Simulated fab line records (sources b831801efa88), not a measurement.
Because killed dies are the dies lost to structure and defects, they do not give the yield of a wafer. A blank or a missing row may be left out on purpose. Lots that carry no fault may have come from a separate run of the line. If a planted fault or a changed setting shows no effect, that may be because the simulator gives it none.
Matching of chambers | flow gf180mcu | GF_V1_CVD_02 on pecvd-03 has 3 sister chambers
The step deposits SiO2 from TEOS, target thk 850 nm, time 94.851 s. 6 wafers are shown with their chamber, then 7 later ones without.

## WAFERS WITH THEIR CHAMBER
wafer  | chamber | heaterPowerW (W)
L078.6 | 2       | 584
L081.1 | 1       | 594
L081.2 | 0       | 593
L081.6 | 1       | 460
L085.2 | 2       | 723
L085.5 | 0       | 509

## WAFERS WITH NO CHAMBER GIVEN
wafer  | heaterPowerW (W)
L085.6 | 569
L086.1 | 640
L086.3 | 590
L086.5 | 710
L093.2 | 620
L093.5 | 586
L093.6 | 649

## WHICH CHAMBER EACH ONE RAN IN
wafer  | from the rows above          | in truth
L085.6 | can't be placed: 0 or 1 or 2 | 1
L086.1 | can't be placed: 2 or 0 or 1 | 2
L086.3 | can't be placed: 0 or 1 or 2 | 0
L086.5 | can't be placed: 2 or 0 or 1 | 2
L093.2 | can't be placed: 2 or 0 or 1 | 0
L093.5 | can't be placed: 0 or 1 or 2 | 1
L093.6 | can't be placed: 2 or 0 or 1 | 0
Correctly placed: 0 of 7. These rows do not allow placing 7 (true chamber among the candidates in 7). 0 placed wrongly.
How it was worked out, from the rows above alone: a wafer's distance from a chamber is the root of the sum, over the readings, of the square of ((its reading less the chamber's mean) divided by the reading's scatter). The wafer belongs to the nearest chamber; if the next one is less than 2 further off, it can't be placed. For every chamber, the mean is computed from those of its wafers that are shown. The scatter: the root of (the sum of the squares of (reading less its chamber's mean) over the shown wafers, divided by (wafers less chambers)).
